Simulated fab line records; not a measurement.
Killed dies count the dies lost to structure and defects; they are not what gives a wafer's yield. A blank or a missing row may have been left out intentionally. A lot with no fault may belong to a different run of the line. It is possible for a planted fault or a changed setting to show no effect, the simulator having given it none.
fab line records    flow sky130
record lots=6  wafers=18  lastDay=50
route steps=708 shown LDD_N@245 LDD_P@255 PAD_OPEN@708
lots that met no fault: taken from a fault-free run of the same line
startH: start of the lot's first displayed wafer, in hours after the record's first day    waitH: time in hours since the lot's previous step    " unchanged from the row above    L1.1+2: a single row standing in for several wafers    - either no value or no given start    * or withheld: withheld    < > ~ a bound
route shown NAME@n: names a module that has steps shown in the file, with the first one's number in the route    usual: mean/standard deviation of fault-free wafers    same: alike in all rows    chamber/n: place in a boat    sites: each site's reading    _std_site: standard deviation across them    _edge_site: the outer-site mean with the inner-site mean subtracted    radiusMm: how far each site lies from the wafer's centre    mask NAME#n: copy n    behind: tool/chamber where the wafer was last shaped    hold: the reason the lot was held/the length of the hold in hours/how it ended    device: the transistor (n, p or np) that didn't switch    end of line: tests run on the same wafers once the route is complete    where a step has no rows: the recipe by itself    killed: at the first sort, the dies lost to defects and structure; wafer yield is something else    map: a wafer's dies, x killed, . not, _ none there
set.NAME: the run value of the setting; set.NAME@STEP: its run value at that earlier step    model.NAME: the simulator's own value behind a step, which no gauge read
a table for each step, a row for each wafer; lots at some steps of the route
services: when a tool's chamber went out of use (startH, in hours from the record's first day, below 0 if earlier), for how many hours, and the reason
## steps
# step SKY_LDD_N_IMPLANT_08
# recipe species=As  energyKev=20  doseCm2=7.5e+13  tiltDeg=withheld  rotationDeg=23
# step SKY_LDD_N_IMPLANT_09
# recipe species=As  energyKev=20  doseCm2=7.5e+13  tiltDeg=withheld  rotationDeg=113
# step SKY_LDD_N_IMPLANT_10
# recipe species=As  energyKev=20  doseCm2=7.5e+13  tiltDeg=withheld  rotationDeg=203
# step SKY_LDD_N_IMPLANT_11
# recipe species=As  energyKev=20  doseCm2=7.5e+13  tiltDeg=withheld  rotationDeg=293
# step SKY_LDD_N_IMPLANT_12
# recipe species=BF2  energyKev=50  doseCm2=5e+12  tiltDeg=30  rotationDeg=0
# step SKY_LDD_N_IMPLANT_13
# recipe species=BF2  energyKev=50  doseCm2=5e+12  tiltDeg=30  rotationDeg=90
# step SKY_LDD_N_IMPLANT_14
# recipe species=BF2  energyKev=50  doseCm2=5e+12  tiltDeg=30  rotationDeg=180
# step SKY_LDD_N_IMPLANT_15
# recipe species=BF2  energyKev=50  doseCm2=5e+12  tiltDeg=30  rotationDeg=270
# step SKY_LDD_N_STRIP_16
# recipe chemistry=O2/N2  powerW=1400  pressureMtorr=1500  platenTempC=withheld  o2FlowSccm=3000  n2FlowSccm=300  overashFraction=0.5
# usual drypumpMotorCurrentA=5.55/0.24  oesProductAu=0.407/0.0048  stripTimeToEndpointS=4.316/0.014
lot.wafer  tool            chamber  startH  waitH  drypumpMotorCurrentA  oesProductAu  rfHoursCounterH  stripTimeToEndpointS
L772.2     plasmaAsher-01  0        404.53  0.1    5.50                  0.408         70               4.314
L772.4     "               1        "       "      5.22                  0.408         -                4.298
L772.5     "               1        "       "      5.19                  0.404         -                4.317
L778.2     plasmaAsher-04  1        470.13  0.1    5.41                  0.403         76               4.302
L778.3     "               1        "       "      5.40                  0.405         -                4.337
L778.5     "               1        "       "      5.40                  0.398         -                4.308
L781.1     plasmaAsher-03  0        492.48  0.1    5.41                  0.409         71               4.301
L781.4     "               1        "       "      5.96                  0.406         -                4.306
L781.6     "               1        "       "      5.96                  0.413         -                4.296
L785.1     plasmaAsher-03  0        528.37  0.1    5.43                  0.413         74               4.319
L785.2     "               1        "       "      5.95                  0.410         74               4.318
L785.6     "               1        "       "      5.95                  0.409         -                4.325
L787.1     plasmaAsher-04  0        573.99  0.1    5.68                  0.406         85               4.342
L787.2     "               1        "       "      5.40                  0.404         85               4.301
L787.3     "               1        "       "      5.38                  0.408         -                4.326
L793.1     plasmaAsher-04  1        597.67  0.1    5.43                  0.411         88               4.329
L793.3     "               1        "       "      5.39                  0.404         -                4.333
L793.6     "               1        "       "      5.39                  0.405         -                4.341
# step SKY_LDD_N_TW_MEAS_17
# usual LDD_N_TW=2581/14
lot.wafer  tool          chamber  startH  waitH  LDD_N_TW
L772.2     filmMetro-03  -        404.64  0.1    2576
L772.4     "             -        "       "      2569
L772.5     "             -        "       "      2573
L778.2     filmMetro-03  -        470.24  0.1    2590
L778.3     "             -        "       "      2567
L778.5     "             -        "       "      2572
L781.1     filmMetro-03  -        492.58  0.1    2537
L781.4     "             -        "       "      2548
L781.6     "             -        "       "      2542
L785.1     filmMetro-01  -        528.47  0.1    2586
L785.2     "             -        "       "      2581
L785.6     "             -        "       "      2581
L787.1     filmMetro-04  -        574.09  0.1    2597
L787.2     "             -        "       "      2589
L787.3     "             -        "       "      2583
L793.1     filmMetro-04  -        597.77  0.1    2585
L793.3     "             -        "       "      2590
L793.6     "             -        "       "      2591
# step SKY_LDD_P_DEHYDRATE_00
# recipe tempC=200  timeS=60
# step SKY_LDD_P_HMDS_01
# recipe primeTimeS=60  primeTempC=120
# step SKY_LDD_P_COAT_02
# recipe resist=NOVOLAK  spinRpm=3000  resistThkNm=1140
# usual resistLineTempC=22.99/0.1  spinSpeedRpm=2999.8/1.8
lot.wafer  tool           chamber  startH  waitH  resistLineTempC  spinSpeedRpm  model.NOVOLAK_of_LDD_P_COAT_02.thkNm
L772.2     lithoTrack-02  0        418.78  0.1    23.02            2996.7        1135
L772.4     "              0        "       "      23.07            2996.2        1136
L772.5     "              0        "       "      22.86            2997.9        1134
L778.2     lithoTrack-02  0        485.53  0.1    23.01            2559.6        1229
L778.3     "              0        "       "      23.06            2558.8        1232
L778.5     "              0        "       "      23.03            2557.0        1233
L781.1     lithoTrack-02  0        507.65  0.1    23.22            2557.9        1232
L781.4     "              0        "       "      23.02            2558.1        1232
L781.6     "              0        "       "      22.95            2557.2        1231
L785.1     lithoTrack-04  0        543.53  0.1    23.21            3002.0        1142
L785.2     "              0        "       "      23.10            3001.2        1143
L785.6     "              0        "       "      23.08            3001.7        1143
L787.1     lithoTrack-04  0        588.33  0.1    23.02            2999.9        1142
L787.2     "              0        "       "      22.98            3000.5        1142
L787.3     "              0        "       "      23.20            3000.7        1142
L793.1     lithoTrack-02  0        613.20  0.1    22.94            2999.9        1140
L793.3     "              0        "       "      22.91            2999.2        1142
L793.6     "              0        "       "      22.84            3001.6        1143
# step SKY_LDD_P_SOFTBAKE_03
# recipe tempC=90  timeS=60  resist=NOVOLAK
# step SKY_LDD_P_EXPOSE_04
# recipe maskId=PSDM  na=0.6  sourceShape=conventional  sigmaOuter=0.6  polarization=unpolarized  targetCdNm=380  doseMj=138
# step SKY_LDD_P_PEB_05
# recipe tempC=withheld  timeS=*  resist=NOVOLAK
# step SKY_LDD_P_DEVELOP_06
# recipe resist=NOVOLAK  developer=TMAH  developTimeS=60  devTempC=23
# usual resistLineTempC=23.00/0.11
lot.wafer  tool           chamber  startH  waitH  resistLineTempC  model.NOVOLAK_of_LDD_P_COAT_02.thkNm
L772.2     lithoTrack-03  0        433.63  0.1    23.07            1135
L772.4     "              0        "       "      23.03            1136
L772.5     "              0        "       "      23.14            1134
L778.2     lithoTrack-03  0        500.47  0.1    22.81            1229
L778.3     "              0        "       "      22.78            1232
L778.5     "              0        "       "      22.87            1233
L781.1     lithoTrack-04  0        523.13  0.1    23.03            1231
L781.4     "              0        "       "      23.07            1231
L781.6     "              0        "       "      22.98            1230
L785.1     lithoTrack-02  0        559.00  0.1    23.08            1142
L785.2     "              0        "       "      22.96            1142
L785.6     "              0        "       "      23.05            1142
L787.1     lithoTrack-02  0        603.75  0.1    23.02            1142
L787.2     "              0        "       "      22.95            1141
L787.3     "              0        "       "      22.98            1141
L793.1     lithoTrack-03  0        627.30  0.1    23.14            1140
L793.3     "              0        "       "      22.88            1141
L793.6     "              0        "       "      22.90            1143
# step SKY_LDD_P_CD_MEAS_07
# recipe targetCdNm=380
# usual cdNm=379.8/2
lot.wafer  tool      chamber  startH  waitH  cdNm
L772.2     cdSem-02  -        433.77  0.1    380.5
L772.4     "         -        "       "      379.0
L772.5     "         -        "       "      380.0
L778.2     cdSem-01  -        500.62  0.1    374.3
L778.3     "         -        "       "      375.5
L778.5     "         -        "       "      373.1
L781.1     cdSem-01  -        523.28  0.1    373.5
L781.4     "         -        "       "      374.3
L781.6     "         -        "       "      374.6
L785.1     cdSem-02  -        559.15  0.1    379.1
L785.2     "         -        "       "      377.4
L785.6     "         -        "       "      379.9
L787.1     cdSem-01  -        603.90  0.1    379.5
L787.2     "         -        "       "      380.8
L787.3     "         -        "       "      379.6
L793.1     cdSem-01  -        627.46  0.1    378.6
L793.3     "         -        "       "      375.9
L793.6     "         -        "       "      377.5
# step SKY_LDD_P_OVL_MEAS_08
# usual LDD_P_OVL=-0.8/1.6
lot.wafer  tool        chamber  startH  waitH  LDD_P_OVL[nm]
L772.2     overlay-01  -        433.88  0.1    1.0
L772.4     "           -        "       "      0.9
L772.5     "           -        "       "      1.7
L778.2     overlay-02  -        500.73  0.1    -3.2
L778.3     "           -        "       "      -4.4
L778.5     "           -        "       "      -2.9
L781.1     overlay-01  -        523.40  0.1    -0.6
L781.4     "           -        "       "      0.7
L781.6     "           -        "       "      0.9
L785.1     overlay-01  -        559.27  0.1    -1.7
L785.2     "           -        "       "      -2.0
L785.6     "           -        "       "      -1.5
L787.1     overlay-01  -        604.02  0.1    2.1
L787.2     "           -        "       "      1.8
L787.3     "           -        "       "      0.6
L793.1     overlay-02  -        627.58  0.1    1.8
L793.3     "           -        "       "      -0.7
L793.6     "           -        "       "      0.0
# step SKY_LDD_P_IMPLANT_09
# recipe species=BF2  energyKev=25  doseCm2=1e+13  tiltDeg=withheld
# step SKY_LDD_P_STRIP_10
# recipe chemistry=O2/N2  powerW=1400  pressureMtorr=1500  platenTempC=withheld  o2FlowSccm=3000  n2FlowSccm=300  overashFraction=0.5
# usual drypumpMotorCurrentA=5.45/0.13  oesProductAu=0.715/0.0041  stripTimeToEndpointS=14.17/0.036
lot.wafer  tool            chamber  startH  waitH  drypumpMotorCurrentA  oesProductAu  rfHoursCounterH  stripTimeToEndpointS
L772.2     plasmaAsher-01  0        434.06  0.1    5.45                  0.719         0                14.13
L772.4     "               1        "       "      5.26                  0.725         -                14.14
L772.5     "               0        "       "      5.46                  0.710         -                14.12
L778.2     plasmaAsher-02  1        500.91  0.1    5.52                  0.721         36               15.19
L778.3     "               1        "       "      5.53                  0.712         -                15.22
L778.5     "               1        "       "      5.53                  0.709         -                15.22
L781.1     plasmaAsher-02  1        523.59  0.1    5.54                  0.717         38               15.20
L781.4     "               0        "       "      5.46                  0.706         -                15.23
L781.6     "               0        "       "      5.48                  0.720         -                15.22
L785.1     plasmaAsher-01  1        559.46  0.1    5.22                  0.718         13               14.19
L785.2     "               0        "       "      5.47                  0.706         13               14.21
L785.6     "               0        "       "      5.47                  0.716         -                14.21
L787.1     plasmaAsher-02  1        604.21  0.1    5.51                  0.716         46               14.21
L787.2     "               0        "       "      5.48                  0.710         46               14.18
L787.3     "               1        "       "      5.54                  0.718         -                14.21
L793.1     plasmaAsher-04  1        627.77  0.1    5.39                  0.716         91               14.18
L793.3     "               0        "       "      5.68                  0.719         -                14.21
L793.6     "               0        "       "      5.69                  0.721         -                14.20
# step SKY_LDD_P_TW_MEAS_11
# usual LDD_P_TW=634/3.8
lot.wafer  tool          chamber  startH  waitH  LDD_P_TW
L772.2     filmMetro-04  -        434.17  0.1    630
L772.4     "             -        "       "      635
L772.5     "             -        "       "      636
L778.2     filmMetro-01  -        501.02  0.1    639
L778.3     "             -        "       "      635
L778.5     "             -        "       "      638
L781.1     filmMetro-04  -        523.69  0.1    639
L781.4     "             -        "       "      639
L781.6     "             -        "       "      640
L785.1     filmMetro-04  -        559.56  0.1    636
L785.2     "             -        "       "      634
L785.6     "             -        "       "      634
L787.1     filmMetro-01  -        604.31  0.1    635
L787.2     "             -        "       "      637
L787.3     "             -        "       "      638
L793.1     filmMetro-04  -        627.87  0.1    635
L793.3     "             -        "       "      632
L793.6     "             -        "       "      631
# step SKY_PAD_OPEN_PROBE_99
# usual killed_at_M0_to_M3=44/6.9  killed_at_M4_up=3.2/1.8  killedAtContacts=23/5.2  killedAtFrontEnd=15/4.5  killedAtOther=0.3/0.56  killedDies=85/8.8  killedOnRim=17/3.5  killedOpen=47/6.7  killedShort=39/6.4
# same grossDies=492  killedAtBackSide=0
lot.wafer  tool       chamber  startH   waitH  killed_at_M0_to_M3  killed_at_M4_up  killedAtContacts  killedAtFrontEnd  killedAtOther  killedDies  killedOnRim  killedOpen  killedShort
L778.2     prober-02  -        1119.57  0.1    44                  6                15                18                0              83          9            36          47
L778.3     prober-02  -        1119.62  0.2    52                  6                24                13                0              95          14           56          39
L778.5     prober-02  -        1119.72  0.2    45                  2                24                21                0              92          13           50          42
L781.1     prober-02  -        1133.75  0.1    43                  1                11                21                0              76          11           46          30
L781.4     prober-02  -        1133.90  0.2    52                  1                27                18                0              98          20           59          39
L781.6     prober-02  -        1134.00  0.2    49                  0                30                14                0              93          19           53          40
L787.1     prober-01  -        1181.26  0.1    48                  5                21                8                 0              82          18           40          42
L787.2     prober-01  -        1181.31  0.1    44                  1                21                9                 1              76          14           47          29
L787.3     prober-01  -        1181.36  0.2    38                  4                24                13                1              80          14           46          34
# killed by level:class
L778.2 METAL2:geometricParticle:short=10 VIA1:geometricParticle:open=9 METAL3:geometricParticle:short=7 LOCAL_INTERCONNECT:geometricParticle:short=6 FIELD_ISO:geometricParticle:open=4 FIELD_ISO:geometricParticle:short=4 CONTACT:geometricParticle:open=4 VIA2:geometricParticle:open=4
L778.3 VIA1:geometricParticle:open=22 CONTACT:geometricParticle:open=8 LI_CONTACT:geometricParticle:open=6 METAL2:geometricParticle:short=6 VIA2:geometricParticle:open=5 VIA3:geometricParticle:open=5 METAL4:geometricParticle:short=5 FIELD_ISO:geometricParticle:open=4
L778.5 VIA1:geometricParticle:open=13 VIA1:geometricParticle:short=10 CONTACT:geometricParticle:open=9 FIELD_ISO:geometricParticle:short=6 FIELD_ISO:geometricParticle:open=5 LI_CONTACT:geometricParticle:open=5 LOCAL_INTERCONNECT:geometricParticle:short=5 VIA3:geometricParticle:open=4
L781.1 FIELD_ISO:geometricParticle:open=8 VIA1:geometricParticle:open=8 VIA3:geometricParticle:open=8 FIELD_ISO:geometricParticle:short=7 CONTACT:geometricParticle:open=6 VIA1:geometricParticle:short=6 METAL3:geometricParticle:short=5 VIA2:geometricParticle:open=5
L781.4 CONTACT:geometricParticle:open=16 VIA1:geometricParticle:open=12 VIA3:geometricParticle:open=11 POLY_GATE:geometricParticle:open=8 VIA1:geometricParticle:short=6 VIA3:geometricParticle:short=6 VIA2:geometricParticle:short=5 FIELD_ISO:geometricParticle:short=4
L781.6 VIA1:geometricParticle:open=17 CONTACT:geometricParticle:open=14 LI_CONTACT:geometricParticle:open=5 LOCAL_INTERCONNECT:geometricParticle:short=5 VIA1:geometricParticle:short=5 METAL1:geometricParticle:short=5 VIA3:geometricParticle:open=5 POLY_GATE:geometricParticle:short=4
L787.1 CONTACT:geometricParticle:open=14 METAL1:geometricParticle:short=10 VIA2:geometricParticle:open=9 VIA1:geometricParticle:open=6 VIA3:geometricParticle:open=6 LOCAL_INTERCONNECT:geometricParticle:short=4 VIA1:geometricParticle:short=4 VIA2:geometricParticle:short=4
L787.2 VIA1:geometricParticle:open=14 CONTACT:geometricParticle:open=12 METAL1:geometricParticle:short=6 VIA2:geometricParticle:open=6 VIA3:geometricParticle:open=5 LI_CONTACT:geometricParticle:open=4 VIA1:geometricParticle:short=4 FIELD_ISO:geometricParticle:open=3
L787.3 VIA3:geometricParticle:open=12 VIA1:geometricParticle:open=8 LI_CONTACT:geometricParticle:open=7 LOCAL_INTERCONNECT:geometricParticle:short=6 CONTACT:geometricParticle:short=6 VIA1:geometricParticle:short=5 CONTACT:geometricParticle:open=5 FIELD_ISO:geometricParticle:short=4
## services
tool            chamber  startH  hours  kind
plasmaAsher-01  -        421.25  9.0    pm
plasmaAsher-01  0        421.25  10.6   ventCycle
plasmaAsher-01  1        421.25  10.6   ventCycle
plasmaAsher-01  -        429.01  2.8    repair
plasmaAsher-01  0        430.25  -      clean
plasmaAsher-01  1        430.25  -      clean
plasmaAsher-02  -        445.45  1.6    repair
plasmaAsher-02  -        484.70  1.3    repair
plasmaAsher-02  -        580.76  0.4    repair
## key
firstSign step=SKY_LDD_P_COAT_02  reading=spinSpeedRpm  direction=down  sigmas=99+  usual=2999.8  struck=2558.1
effect step=SKY_LDD_P_CD_MEAS_07  reading=cdNm  direction=down  sigmas=2.8  usual=379.8  struck=374.2
effect step=SKY_LDD_P_STRIP_10  reading=stripTimeToEndpointS  direction=up  sigmas=29  usual=*  struck=*
modelEffect step=SKY_LDD_P_COAT_02  value=NOVOLAK_of_LDD_P_COAT_02.thkNm  without=1137  struck=1231
modelEffect step=SKY_LDD_P_DEVELOP_06  value=NOVOLAK_of_LDD_P_COAT_02.thkNm  without=1137  struck=1231
metAt SKY_LDD_P_COAT_02
struckWafers L778.2,L778.3,L778.5,L781.1,L781.4,L781.6
testerLeftOut L778,L781
onsetBetween 418.78 485.53
fault kind=processParameterDrift  tool=lithoTrack-02  chamber=-  onsetH=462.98  steps=SKY_LDD_P_COAT_02  channel=spinRpm  offset=-440.94  shape=step  endH=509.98  actsIn=theseRecipesOnly  stated=3000
# testerLeftOut: of these lots the tester's yield and bins aren't shown, on N5 and GAA mostly nor the transistor test; their killed dies are dies lost to structure and defects alone, not to doping, threshold or leakage, so they don't give the yield
